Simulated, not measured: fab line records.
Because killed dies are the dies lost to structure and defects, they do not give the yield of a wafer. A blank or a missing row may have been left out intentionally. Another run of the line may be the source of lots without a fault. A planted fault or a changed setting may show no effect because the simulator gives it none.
fab line records	flow sky130
record lots=12	wafers=36	lastDay=50
route steps=708 shown VT_ADJUST_PCH@150 POLY_GATE@236 LDD_N@246 PAD_OPEN@708
lots untouched by any fault: they come from a run of this same line in which no faults occurred
startH: hours from the record's first day to the start of the lot's first wafer shown	waitH: hours from the lot's prior step to this one	" the same as in the row above	L1.1+2: several wafers, shown together as one row	- either no value or no given start	* or withheld: withheld	< > ~ a bound
route shown NAME@n: a module of which the file shows steps, and the number in the route of the first	usual: the fault-free wafers' mean and standard deviation	same: alike in all rows	chamber/n: place in a boat	sites: per-site readings	_std_site: the values' standard deviation	_edge_site: the outer-site mean with the inner-site mean subtracted	radiusMm: for every site, how far away it sits from the centre of the wafer	mask NAME#n: copy n	behind: the tool/chamber that last shaped the wafer	hold: the reason the lot was held/the length of the hold in hours/how it ended	device: which transistor (n, p or np) failed to switch	end of line: tests of these same wafers at the route's end	for a step that has no rows: nothing shown but its recipe	killed: at the first sort, the dies lost to defects and structure; wafer yield is something else	map: a wafer's dies, x killed, . not, _ none there
set.NAME: the setting the step ran with; set.NAME@STEP: the setting that earlier step ran with	model.NAME: the simulator's own value behind a step, which no gauge read
the route's steps for a sample of lots (tables are steps, rows are wafers)
services: when a tool's chamber went out of use (startH, in hours from the record's first day, below 0 if earlier), for how many hours, and the reason
## steps
# step SKY_VT_ADJUST_PCH_OVL_MEAS_07
# usual VT_ADJUST_PCH_OVL=0.1/1.3
lot.wafer	tool	chamber	startH	waitH	VT_ADJUST_PCH_OVL[nm]
L200.2	overlay-01	-	229.14	-	1.2
L200.3	"	-	"	"	-0.3
L200.4	"	-	"	"	1.9
L202.1	overlay-01	-	240.87	-	0.9
L202.4	"	-	"	"	0.5
L202.5	"	-	"	"	2.2
L204.1	overlay-02	-	263.39	-	1.9
L204.3	"	-	"	"	1.1
L204.6	"	-	"	"	-0.4
L205.1	overlay-02	-	268.57	-	-0.2
L205.2	"	-	"	"	0.3
L205.6	"	-	"	"	0.9
L206.3	overlay-01	-	272.00	-	2.2
L206.5	"	-	"	"	0.4
L206.6	"	-	"	"	0.4
L207.2	overlay-01	-	286.94	-	1.3
L207.5	"	-	"	"	0.7
L207.6	"	-	"	"	-2.6
L213.2	overlay-02	-	330.62	-	-0.8
L213.4	"	-	"	"	-0.8
L213.6	"	-	"	"	-0.3
L216.4	overlay-02	-	350.43	-	-0.7
L216.5	"	-	"	"	-3.6
L216.6	"	-	"	"	-3.2
L219.3	overlay-02	-	374.55	-	0.5
L219.4	"	-	"	"	-2.2
L219.5	"	-	"	"	-1.5
L220.3	overlay-02	-	380.70	-	1.3
L220.4	"	-	"	"	0.1
L220.6	"	-	"	"	-0.7
L221.1	overlay-02	-	387.24	-	-1.6
L221.5	"	-	"	"	-0.1
L221.6	"	-	"	"	0.4
L223.1	overlay-02	-	406.14	-	-0.6
L223.5	"	-	"	"	-0.3
L223.6	"	-	"	"	0.5
# step SKY_POLY_GATE_CD_MEAS_22
# usual cdNm=150.2/2.1
lot.wafer	tool	chamber	startH	waitH	cdNm
L200.2	cdSem-01	-	381.86	0.1	146.7
L200.3	"	-	"	"	147.2
L200.4	"	-	"	"	146.5
L202.1	cdSem-01	-	394.46	0.1	148.5
L202.4	"	-	"	"	149.9
L202.5	"	-	"	"	149.9
L205.1	cdSem-02	-	422.73	0.1	150.7
L205.2	"	-	"	"	150.1
L205.6	"	-	"	"	149.9
L204.1	cdSem-02	-	424.31	0.1	151.4
L204.3	"	-	"	"	151.1
L204.6	"	-	"	"	151.3
L206.3	cdSem-01	-	424.46	0.2	150.3
L206.5	"	-	"	"	150.4
L206.6	"	-	"	"	150.5
L207.2	cdSem-01	-	456.96	0.1	149.3
L207.5	"	-	"	"	146.7
L207.6	"	-	"	"	148.9
L213.2	cdSem-01	-	504.32	0.1	150.4
L213.4	"	-	"	"	150.6
L213.6	"	-	"	"	147.7
L216.4	cdSem-01	-	520.32	0.1	151.8
L216.5	"	-	"	"	151.2
L216.6	"	-	"	"	150.0
L219.3	cdSem-01	-	546.88	0.1	149.0
L219.4	"	-	"	"	149.2
L219.5	"	-	"	"	149.1
L220.3	cdSem-02	-	548.58	0.1	154.9
L220.4	"	-	"	"	153.8
L220.6	"	-	"	"	153.5
L221.1	cdSem-02	-	556.32	0.1	148.0
L221.5	"	-	"	"	150.0
L221.6	"	-	"	"	150.7
L223.1	cdSem-02	-	572.94	0.1	152.8
L223.5	"	-	"	"	150.3
L223.6	"	-	"	"	151.7
# step SKY_LDD_N_IMPLANT_09
# recipe species=As	energyKev=20	doseCm2=7.5e+13	tiltDeg=withheld	rotationDeg=113
# usual beamOnS=10.10/0.26	faradayCurrentUA=419/11
lot.wafer	tool	chamber	startH	waitH	beamOnS	faradayCurrentUA
L200.2	implanter-03	0	409.08	0.1	10.24	414
L200.3	"	0	"	"	10.37	406
L200.4	"	0	"	"	9.78	436
L202.1	implanter-02	0	422.82	0.1	10.10	418
L202.4	"	0	"	"	10.18	415
L202.5	"	0	"	"	10.61	399
L205.1	implanter-02	0	453.72	0.1	10.24	413
L205.2	"	0	"	"	10.32	408
L205.6	"	0	"	"	10.52	402
L204.1	implanter-03	0	455.20	0.1	10.02	422
L204.3	"	0	"	"	9.99	423
L204.6	"	0	"	"	10.13	416
L206.3	implanter-01	0	455.55	0.1	10.19	416
L206.5	"	0	"	"	9.99	423
L206.6	"	0	"	"	10.32	410
L207.2	implanter-03	0	488.20	0.1	9.64	436
L207.5	"	0	"	"	10.37	405
L207.6	"	0	"	"	9.83	430
L213.2	implanter-03	0	535.25	0.1	13.04	326
L213.4	"	0	"	"	12.59	336
L213.6	"	0	"	"	12.67	333
L216.4	implanter-03	0	549.93	0.1	12.64	335
L216.5	"	0	"	"	12.74	332
L216.6	"	0	"	"	13.09	322
L219.3	implanter-01	0	576.70	0.1	10.01	423
L219.4	"	0	"	"	9.81	432
L219.5	"	0	"	"	10.29	412
L220.3	implanter-01	0	578.72	0.1	9.76	432
L220.4	"	0	"	"	9.70	436
L220.6	"	0	"	"	10.14	417
L221.1	implanter-01	0	586.32	0.1	10.28	414
L221.5	"	0	"	"	9.84	428
L221.6	"	0	"	"	9.83	429
L223.1	implanter-03	0	602.82	0.1	10.14	415
L223.5	"	0	"	"	10.57	399
L223.6	"	0	"	"	9.86	427
# step SKY_LDD_N_STRIP_16
# recipe chemistry=O2/N2	powerW=1400	pressureMtorr=1500	platenTempC=withheld	o2FlowSccm=3000	n2FlowSccm=300	overashFraction=0.5
# usual drypumpMotorCurrentA=5.52/0.24	oesProductAu=0.407/0.004	stripTimeToEndpointS=4.314/0.016
lot.wafer	tool	chamber	startH	waitH	drypumpMotorCurrentA	oesProductAu	rfHoursCounterH	stripTimeToEndpointS
L200.2	plasmaAsher-03	0	410.10	0.1	5.40	0.413	70	4.317
L200.3	"	0	"	"	5.41	0.399	-	4.322
L200.4	"	1	"	"	5.44	0.416	-	4.322
L202.1	plasmaAsher-04	1	423.87	0.1	5.67	0.403	76	4.318
L202.4	"	0	"	"	5.54	0.405	-	4.332
L202.5	"	0	"	"	5.56	0.403	-	4.334
L205.1	plasmaAsher-04	1	454.77	0.1	5.73	0.413	80	4.310
L205.2	"	0	"	"	5.55	0.404	80	4.295
L205.6	"	0	"	"	5.54	0.411	-	4.308
L204.1	plasmaAsher-03	1	456.25	0.1	5.45	0.403	2	4.324
L204.3	"	1	"	"	5.47	0.406	-	4.300
L204.6	"	0	"	"	5.38	0.407	-	4.291
L206.3	plasmaAsher-04	1	456.59	0.1	5.75	0.411	-	4.355
L206.5	"	0	"	"	5.56	0.405	-	4.361
L206.6	"	1	"	"	5.74	0.411	-	4.328
L207.2	plasmaAsher-03	0	489.22	0.1	5.35	0.400	6	4.299
L207.5	"	0	"	"	5.40	0.407	-	4.278
L207.6	"	1	"	"	5.42	0.407	-	4.290
L213.2	plasmaAsher-04	0	536.27	0.1	5.56	0.407	89	4.407
L213.4	"	0	"	"	5.54	0.412	-	4.377
L213.6	"	1	"	"	5.71	0.406	-	4.388
L216.4	plasmaAsher-03	0	550.94	0.1	5.41	0.413	-	4.375
L216.5	"	0	"	"	5.41	0.406	-	4.384
L216.6	"	1	"	"	5.44	0.412	-	4.420
L219.3	plasmaAsher-01	0	577.74	0.1	5.06	0.405	-	4.334
L219.4	"	1	"	"	5.91	0.405	-	4.316
L219.5	"	1	"	"	5.93	0.404	-	4.317
L220.3	plasmaAsher-03	1	579.75	0.1	5.43	0.399	-	4.318
L220.4	"	0	"	"	5.39	0.406	-	4.307
L220.6	"	0	"	"	5.43	0.411	-	4.297
L221.1	plasmaAsher-04	0	587.37	0.1	5.53	0.410	94	4.305
L221.5	"	1	"	"	5.69	0.405	-	4.286
L221.6	"	0	"	"	5.55	0.405	-	4.303
L223.1	plasmaAsher-03	1	603.87	0.1	5.44	0.412	18	4.297
L223.5	"	1	"	"	5.42	0.409	-	4.304
L223.6	"	0	"	"	5.43	0.406	-	4.289
# step SKY_LDD_N_TW_MEAS_17
# usual LDD_N_TW=2581/18
lot.wafer	tool	chamber	startH	waitH	LDD_N_TW
L200.2	filmMetro-03	-	410.21	0.1	2599
L200.3	"	-	"	"	2609
L200.4	"	-	"	"	2608
L202.1	filmMetro-01	-	423.97	0.1	2578
L202.4	"	-	"	"	2577
L202.5	"	-	"	"	2576
L205.1	filmMetro-03	-	454.87	0.1	2625
L205.2	"	-	"	"	2614
L205.6	"	-	"	"	2617
L204.1	filmMetro-01	-	456.35	0.1	2561
L204.3	"	-	"	"	2557
L204.6	"	-	"	"	2575
L206.3	filmMetro-03	-	456.67	0.1	2590
L206.5	"	-	"	"	2597
L206.6	"	-	"	"	2601
L207.2	filmMetro-01	-	489.33	0.1	2577
L207.5	"	-	"	"	2572
L207.6	"	-	"	"	2582
L213.2	filmMetro-01	-	536.38	0.1	2580
L213.4	"	-	"	"	2597
L213.6	"	-	"	"	2585
L216.4	filmMetro-04	-	551.03	0.1	2608
L216.5	"	-	"	"	2602
L216.6	"	-	"	"	2623
L219.3	filmMetro-04	-	577.82	0.1	2601
L219.4	"	-	"	"	2589
L219.5	"	-	"	"	2597
L220.3	filmMetro-04	-	579.84	0.1	2590
L220.4	"	-	"	"	2581
L220.6	"	-	"	"	2588
L221.1	filmMetro-04	-	587.47	0.1	2593
L221.5	"	-	"	"	2596
L221.6	"	-	"	"	2597
L223.1	filmMetro-01	-	603.97	0.1	2569
L223.5	"	-	"	"	2575
L223.6	"	-	"	"	2572
# step SKY_PAD_OPEN_PROBE_99
# usual killed_at_M0_to_M3=44/8.6	killed_at_M4_up=3.4/1.9	killedAtContacts=23/5.7	killedAtFrontEnd=15/4.5	killedAtOther=0.4/0.62	killedDies=86/11	killedOpen=46/7.6	killedShort=39/6.3
# same grossDies=492	killedAtBackSide=0
lot.wafer	tool	chamber	startH	waitH	killed_at_M0_to_M3	killed_at_M4_up	killedAtContacts	killedAtFrontEnd	killedAtOther	killedDies	killedOpen	killedShort
L200.2	prober-02	-	1085.44	0.1	37	5	32	7	1	82	42	40
L200.3	prober-02	-	1085.49	0.2	44	4	24	8	0	80	37	43
L200.4	prober-02	-	1085.54	0.2	51	7	25	13	0	96	50	46
L213.2	prober-02	-	1174.34	0.1	54	0	27	19	1	101	59	42
L213.4	prober-02	-	1174.44	0.2	37	5	24	10	1	77	40	37
L213.6	prober-02	-	1174.54	0.2	36	5	26	12	0	79	49	30
# killed by level:class
L200.2 CONTACT:geometricParticle:open=11 CONTACT:geometricParticle:short=11 VIA1:geometricParticle:open=8 METAL2:geometricParticle:short=6 LI_CONTACT:geometricParticle:open=5 VIA2:geometricParticle:short=5 VIA2:geometricParticle:open=4 VIA3:geometricParticle:open=4
L200.3 CONTACT:geometricParticle:open=10 VIA1:geometricParticle:open=10 VIA1:geometricParticle:short=8 METAL2:geometricParticle:short=6 FIELD_ISO:geometricParticle:short=5 VIA2:geometricParticle:open=5 LOCAL_INTERCONNECT:geometricParticle:short=5 METAL3:geometricParticle:short=4
L200.4 VIA2:geometricParticle:open=10 CONTACT:geometricParticle:open=9 VIA1:geometricParticle:open=9 METAL2:geometricParticle:short=8 POLY_GATE:geometricParticle:short=7 LI_CONTACT:geometricParticle:open=6 VIA1:geometricParticle:short=6 CONTACT:geometricParticle:short=5
L213.2 VIA3:geometricParticle:open=13 CONTACT:geometricParticle:open=8 VIA2:geometricParticle:open=8 LI_CONTACT:geometricParticle:open=8 METAL1:geometricParticle:short=8 POLY_GATE:geometricParticle:short=6 VIA1:geometricParticle:open=6 POLY_GATE:geometricParticle:open=5
L213.4 CONTACT:geometricParticle:open=11 VIA1:geometricParticle:open=10 METAL1:geometricParticle:short=6 LI_CONTACT:geometricParticle:open=5 CONTACT:geometricParticle:short=5 POLY_GATE:geometricParticle:short=4 METAL3:geometricParticle:short=4 METAL4:geometricParticle:short=4
L213.6 CONTACT:geometricParticle:open=9 VIA1:geometricParticle:open=7 VIA3:geometricParticle:open=7 LI_CONTACT:geometricParticle:open=6 LOCAL_INTERCONNECT:geometricParticle:short=5 POLY_GATE:geometricParticle:open=4 VIA1:geometricParticle:short=4 POLY_GATE:geometricParticle:short=3
## services
tool	chamber	startH	hours	kind
plasmaAsher-03	-	421.25	9.0	pm
plasmaAsher-03	0	421.25	9.0	ventCycle
plasmaAsher-03	1	421.25	9.0	ventCycle
plasmaAsher-03	0	430.25	-	clean
plasmaAsher-03	1	430.25	-	clean
plasmaAsher-03	-	431.08	2.7	repair
plasmaAsher-04	-	441.68	1.2	repair
implanter-02	-	458.96	1.5	repair
implanter-03	-	481.24	1.1	repair
implanter-01	-	531.40	4.6	pm
implanter-02	-	535.30	4.4	pm
plasmaAsher-01	-	541.29	28.1	pm
implanter-02	-	556.09	2.0	repair
implanter-03	-	566.77	3.4	pm
plasmaAsher-01	-	569.39	2.8	pm
plasmaAsher-04	-	573.52	1.0	repair
## key
firstSign step=SKY_LDD_N_IMPLANT_09	reading=beamOnS	direction=up	sigmas=10	usual=10.10	struck=12.80
effect step=SKY_LDD_N_IMPLANT_09	reading=faradayCurrentUA	direction=down	sigmas=8.2	usual=419	struck=331
effect step=SKY_LDD_N_STRIP_16	reading=stripTimeToEndpointS	direction=up	sigmas=4.7	usual=*	struck=*
metAt SKY_LDD_N_IMPLANT_09
struckLots L213,L216
testerLeftOut L213,L216
notActingAt SKY_VT_ADJUST_PCH_OVL_MEAS_07,SKY_POLY_GATE_CD_MEAS_22,SKY_LDD_N_TW_MEAS_17
onsetBetween 488.20 535.25
fault kind=processParameterDrift	tool=implanter-03	chamber=-	onsetH=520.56	steps=SKY_LDD_N_IMPLANT_09	channel=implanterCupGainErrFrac	offset=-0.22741	shape=step	endH=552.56
# testerLeftOut: of these lots the tester's yield and bins aren't shown, on N5 and GAA mostly nor the transistor test; their killed dies are dies lost to structure and defects alone, not to doping, threshold or leakage, so they don't give the yield
